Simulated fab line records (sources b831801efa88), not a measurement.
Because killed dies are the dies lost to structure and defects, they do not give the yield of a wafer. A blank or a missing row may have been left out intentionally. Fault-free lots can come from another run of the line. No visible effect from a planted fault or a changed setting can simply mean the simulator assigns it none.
Struck lot and sound lot, side by side | flow sfqLine | 21 out of 325 route steps
Sound: the wafers L960.2, L960.3, L960.6. Struck: wafers L956.4, L956.5, L956.6. The cause is named last.
Each step with rows lists, per side, the tool, then ch with its chambers, then its first start. Under that, the readings that differ: sound wafers | struck wafers | difference of the means | sigmas: that difference in standard deviations of wafers without a fault.
alike: words and numbers the same on both sides, and readings whose means are apart by under 2 such deviations; not compared: readings that were withheld, readings missing a value for some wafer, numbers with overlapping values and no deviation given by the record, and bounds like >300 which may hide the same value.
The two part at a step that has a row with sigmas, a row that says differs or no value, or rows on one side only. Non-overlapping numbers with no deviation appear without sigmas and do not part them. A reading that every wafer of one side lacks parts them only if that side has two wafers or more.

first, 1 step without rows for these wafers: SFQ_TRILAYER_JJ_TRILAYER_DEP_AL_OXIDATION_111 (oxidation time 600 s).
SFQ_TRILAYER_JJ_TRILAYER_DEP_SPUTTER_112: material Nb, target thk 170 nm, time 113.3 s.
  sound on pvdSputter-03 at day 51 08:52; struck on pvdSputter-03 at day 51 01:40
  alike: basePressurePa, throttleValvePct
SFQ_JJ_RS_MEAS_929: measurement is done with a four-point probe.
  sound on filmMetro-03 at day 51 08:58; struck on filmMetro-02 at day 51 01:49
  alike: JJ_NB_RS
then, 6 steps without rows for these wafers: SFQ_TRILAYER_JJ_CE_LITHO_COAT_119 (resist thk 62 nm); SFQ_TRILAYER_JJ_CE_LITHO_COAT_114 (resist thk 600 nm); SFQ_TRILAYER_JJ_CE_LITHO_SOFTBAKE_118; SFQ_TRILAYER_JJ_CE_LITHO_EXPOSE_115 (exposes mask J5, target cd 700 nm); SFQ_TRILAYER_JJ_CE_LITHO_PEB_117 (peb time 60 s); SFQ_TRILAYER_JJ_CE_LITHO_DEVELOP_116 (time 60 s).
-- the record jumps here: 5 days lie between the struck wafers' starts before and after --
SFQ_JJ_OVL_MEAS_931:
  sound on overlay-02 at day 56 22:38; struck on overlay-02 at day 56 11:44
  alike: J5_OVL
SFQ_TRILAYER_JJ_CE_METRO_MEASURE_117:
  sound on cdSem-01 at day 56 22:52; struck on cdSem-01 at day 56 12:21
  alike: cdNm
SFQ_TRILAYER_JJ_CE_BARC_OPEN_RIE_150: chemistry O2, target BARC, target depth 240 nm, time 80 s.
  sound on rieMetal-01 ch 0,1, day 56 23:52; struck on rieMetal-04 ch 0,1, day 56 12:59
  no value came back on the struck wafers for any of 5 readings (biasW (W), chamberPressureMTorr (mTorr) and others); on the sound wafers biasW (W) reads 79.95 79.96 79.79
  not compared: rfHoursCounterH
SFQ_TRILAYER_JJ_CE_ETCH_RIE_118: chemistry SF6, target Nb, stops on Al2O3, time 97.7 s, target depth 170 nm.
  sound on rieMetal-01 ch 0,1, day 56 23:58; struck on rieMetal-04 ch 0,1, day 56 13:05
reading             | sound             | struck            | difference | sigmas
oesProductAu (a.u.) | 0.982 0.985 0.974 | 0.376 0.375 0.370 | -0.607     | -96
  alike: biasW, chamberPressureMTorr, drypumpMotorCurrentA
  not compared: rfHoursCounterH
next, for these wafers, 1 step has no rows: SFQ_TRILAYER_JJ_ANODIZE_ANODIZE_119.
SFQ_TRILAYER_JJ_CE_STRIP_STRIP_120: strips in O2.
  sound on rieMetal-04 ch 1, day 57 00:34; struck on rieMetal-02 ch 0,1, day 56 13:51
  alike: drypumpMotorCurrentA, oesProductAu
  not compared: rfHoursCounterH
then, 4 steps without rows for these wafers: SFQ_TRILAYER_JJ_CE_STRIP_SOLV_CLEAN_121 (cleans in NMP, time 600 s); SFQ_TRILAYER_M5_LITHO_COAT_128 (resist thk 62 nm); SFQ_TRILAYER_M5_LITHO_COAT_123 (resist thk 600 nm); SFQ_TRILAYER_M5_LITHO_SOFTBAKE_127.
-- the record jumps here: 5 days lie between the struck wafers' starts before and after --
SFQ_TRILAYER_M5_LITHO_EXPOSE_124: exposes mask M5, target cd 700 nm.
  struck on krfScanner-02, day 61 19:28; sound on krfScanner-02 ch 0, day 62 05:52
  no value came back on the struck wafers for exposureDoseMJCm2, focusOffsetNm (nm); on the sound wafers exposureDoseMJCm2 reads 14.390 14.408 14.393
  alike: mask
then, 1 step without rows for these wafers: SFQ_TRILAYER_M5_LITHO_PEB_126 (peb time 60 s).

WHERE THEY PART
Earliest at SFQ_TRILAYER_JJ_CE_BARC_OPEN_RIE_150; latest, in this record, at SFQ_TRILAYER_M5_LITHO_EXPOSE_124.

WHY: whatever the simulator had introduced
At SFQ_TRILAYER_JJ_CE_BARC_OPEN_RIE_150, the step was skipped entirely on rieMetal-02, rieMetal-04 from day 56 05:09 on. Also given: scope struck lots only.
